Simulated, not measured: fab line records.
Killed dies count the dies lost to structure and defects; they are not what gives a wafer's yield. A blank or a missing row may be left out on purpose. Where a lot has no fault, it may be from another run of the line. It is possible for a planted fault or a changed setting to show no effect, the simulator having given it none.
Which tool was responsible? | flow sfq-line | 14 lots with 42 wafers sampled at 2 steps, on a route of 325 steps

WHAT THE GAUGES SHOWED, per wafer
SFQ_M7_RS_MEAS_943: the measuring method here is four-point-probe.
lot  | measured     | on            | M7_NB_RS (ohm/sq)
L269 | day 78 13:35 | film-metro-03 | 0.894 0.895 0.894
L271 | day 78 19:37 | film-metro-03 | 0.886 0.891 0.887
L272 | day 79 23:11 | film-metro-03 | 0.884 0.894 0.907
L273 | day 80 01:47 | film-metro-04 | 0.882 0.896 0.844
L274 | day 80 05:13 | film-metro-03 | 0.883 0.913 0.900
L276 | day 80 08:47 | film-metro-02 | 0.902 0.842 0.836
L281 | day 81 19:08 | film-metro-03 | 0.904 0.908 0.912
L282 | day 82 01:42 | film-metro-04 | 0.901 0.896 0.911
L283 | day 82 05:18 | film-metro-03 | 0.902 0.903 0.887
L285 | day 82 14:14 | film-metro-04 | 0.892 0.894 0.895
L288 | day 83 16:22 | film-metro-04 | 0.899 0.890 0.904
L289 | day 84 06:46 | film-metro-03 | 0.888 0.885 0.887
L290 | day 84 10:21 | film-metro-02 | 0.910 0.904 0.904
L291 | day 84 16:29 | film-metro-03 | 0.911 0.908 0.899

WHAT TOOL EACH LOT RAN ON (gives the tool, then ch and the chambers of the sampled wafers, and finally the start)
lot  | SFQ_TRILAYER_M7_DEP_SPUTTER_175
L269 | pvd-sputter-05, day 78 13:30
L271 | pvd-sputter-05, day 78 19:30
L272 | pvd-sputter-06, day 79 23:06
L273 | pvd-sputter-05, day 80 01:42
L274 | pvd-sputter-03, day 80 05:06
L276 | pvd-sputter-05, day 80 08:42
L281 | pvd-sputter-06, day 81 19:01
L282 | pvd-sputter-03, day 82 01:37
L283 | pvd-sputter-06, day 82 05:13
L285 | pvd-sputter-03, day 82 14:08
L288 | pvd-sputter-05, day 83 16:16
L289 | pvd-sputter-06, day 84 06:40
L290 | pvd-sputter-05, day 84 10:16
L291 | pvd-sputter-05, day 84 16:23
- SFQ_TRILAYER_M7_DEP_SPUTTER_175: material Nb, target thk 200 nm, time 133.3 s.

AS READ BY THE TOOLS THEMSELVES (means over the sampled wafers that have a number; for cases with no such wafer, the mark the record gives instead)
SFQ_TRILAYER_M7_DEP_SPUTTER_175.
lot  | tool           | cathode-dc-power-W (W) | throttle-valve-pct (%)
L269 | pvd-sputter-05 | 1999.8                 | 29.9
L271 | pvd-sputter-05 | 1999.8                 | 30.1
L272 | pvd-sputter-06 | 2000.0                 | 29.5
L273 | pvd-sputter-05 | 2000.2                 | 29.9
L274 | pvd-sputter-03 | 2000.0                 | 29.3
L276 | pvd-sputter-05 | 2000.1                 | 30.8
L281 | pvd-sputter-06 | 1999.9                 | 29.5
L282 | pvd-sputter-03 | 1999.6                 | 29.4
L283 | pvd-sputter-06 | 2000.0                 | 29.4
L285 | pvd-sputter-03 | 2000.1                 | 29.0
L288 | pvd-sputter-05 | 1999.6                 | 30.2
L289 | pvd-sputter-06 | 2000.1                 | 29.3
L290 | pvd-sputter-05 | 2000.4                 | 31.8
L291 | pvd-sputter-05 | 1999.8                 | 30.2

THE ANSWER, worked out from the rows above alone
Rule: usual is defined by the lots themselves. Put in order of their means at a reading, lots are off if they are a third of the lots or fewer, leave a main group of 4 or more, and stand apart from it by a gap of 3 or more times the standard deviation of the main group's means; of several such gaps the widest counts. If all means in a main group match to the digits the tables above print for the reading, that group is not used. Also off: a lot with no number at a reading for which 4 or more lots have one. All remaining lots with rows at the step are treated as sound. First the gauges in route order, then the tools' own readings, where a lot's mean is used as printed above. The first step at which some lot is off is used, and at that step the reading that is off furthest; a lot without a number counts as furthest.
No lot is off on any of the readings shown, so nothing can be concluded from this.

WHAT THE SIMULATOR HAD PUT IN
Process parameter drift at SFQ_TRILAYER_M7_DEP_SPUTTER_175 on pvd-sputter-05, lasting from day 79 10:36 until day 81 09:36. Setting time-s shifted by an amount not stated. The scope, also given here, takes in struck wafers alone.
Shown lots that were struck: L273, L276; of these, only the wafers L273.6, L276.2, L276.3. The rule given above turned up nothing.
